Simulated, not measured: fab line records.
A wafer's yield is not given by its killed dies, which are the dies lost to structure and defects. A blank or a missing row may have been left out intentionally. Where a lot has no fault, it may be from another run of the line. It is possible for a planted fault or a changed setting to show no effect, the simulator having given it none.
Split-lot trial    flow sky130    on a route of 708 steps: 5 lots, 23 wafers read

## THE SPLIT
At SKY_CAP2M_METAL_ETCH_13 (etches TiN in Cl2/BCl3, stops on SiO2, target depth 220 nm, time 62.9 s), the setting icp_w was moved away from the recipe's 900 W on 10 of the 23 wafers read, by -11.6% to +10.5%. This setting was run at the recipe's value on the other wafers.

The reading is taken at the split's own step.

## THE READING
NOVOLAK_of_CAP2M_COAT_07.thk_nm (the simulator's own value, which no gauge read), in nm, at SKY_CAP2M_METAL_ETCH_13 (etches TiN in Cl2/BCl3, stops on SiO2, target depth 220 nm, time 62.9 s). No usual value for it is given in the file. Average 993.3 nm, standard deviation 1.8 nm, over the 13 wafers here run with the recipe.

wafer   tool, chamber at the split  icp_w as run, W  against the recipe  NOVOLAK_of_CAP2M_COAT_07.thk_nm, nm  against lot-mates on the recipe
L075.1  rie_metal-02, 1             994.5            +10.5%              981.2                                -12.8
L075.2  rie_metal-02, 1             900              recipe              992.9                                -
L075.3  rie_metal-02, 1             900              recipe              995.8                                -
L075.4  rie_metal-02, 1             994.5            +10.5%              982.9                                -11.1
L075.5  rie_metal-02, 1             900              recipe              993.4                                -
L078.2  rie_metal-04, 0             900              recipe              997.8                                -
L078.3  rie_metal-04, 1             937.6            +4.2%               991.6                                -4.0
L078.4  rie_metal-04, 0             937.6            +4.2%               991.8                                -3.8
L078.5  rie_metal-04, 0             937.6            +4.2%               993.3                                -2.3
L078.6  rie_metal-04, 1             900              recipe              993.4                                -
L079.2  rie_metal-02, 0             900              recipe              991.8                                -
L079.3  rie_metal-02, 0             796              -11.6%              1007                                 +14.0
L079.4  rie_metal-02, 0             900              recipe              994.2                                -
L079.5  rie_metal-02, 0             796              -11.6%              1008                                 +15.0
L079.6  rie_metal-02, 0             796              -11.6%              1011                                 +18.0
L080.2  rie_metal-03, 0             935.5            +3.9%               987.4                                -5.6
L080.3  rie_metal-03, 0             900              recipe              994                                  -
L080.4  rie_metal-03, 1             900              recipe              991.9                                -
L080.5  rie_metal-03, 1             900              recipe              993                                  -
L080.6  rie_metal-03, 0             935.5            +3.9%               987.2                                -5.8
L084.1  rie_metal-02, 0             900              recipe              990.9                                -
L084.3  rie_metal-02, 0             900              recipe              991                                  -
L084.6  rie_metal-02, 1             900              recipe              992.7                                -

FIT RESULTS
A straight line over all 23 wafers: NOVOLAK_of_CAP2M_COAT_07.thk_nm changes by -1.18 nm for each +1% of icp_w; r = -0.95; the points scatter about the line by 2.2 nm.
The same after taking each lot's own level away (the mean of its wafers on the recipe; 23 wafers): -1.26 nm for each +1%; r = -0.98; scatter 1.5 nm.
Per that fit: largest icp_w move, reading shift of 15 nm.
The lots' own levels span 991.53 to 995.60 nm, that is 2.2 times the standard deviation above.
The two slopes agree, so the slope changes little with the lot-to-lot level.
Check: with one of the wafers moved furthest among these (-11.6%) left out of the fit, the line predicts +15.3 nm for it against its lot-mates. It came out at +14 nm against them.

## ADDITIONAL SPLITS CARRIED BY THESE WAFERS
Before the reading, these wafers also passed through other splits. Each is held against what the fit with the lots' levels taken away leaves over:
other split on the same wafers  wafers away from the commonest value  r with NOVOLAK_of_CAP2M_COAT_07.thk_nm (lot level and that fit taken away)
SKY_VIA3_CVD_21 pressure_torr   15                                    -0.31

## THE WHOLE CHAIN: every reading that the file lists as answering this split, in the file's order
step                     what it does                                                             reading                                                                           change (the file's fit)               r (the file's)
SKY_CAP2M_METAL_ETCH_13  etches TiN in Cl2/BCl3, stops on SiO2, target depth 220 nm, time 62.9 s  NOVOLAK_of_CAP2M_COAT_07.thk_nm (the simulator's own value, which no gauge read)  -1.24 nm for each +1% of the setting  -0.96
SKY_CAP2M_STRIP_14       strips in O2/N2                                                          strip_time_to_endpoint_s                                                          withheld for each +1% of the setting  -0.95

## THE FILE'S OWN FIT
NOVOLAK_of_CAP2M_COAT_07.thk_nm changes by -1.24 nm for each +1% of icp_w, r = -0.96.
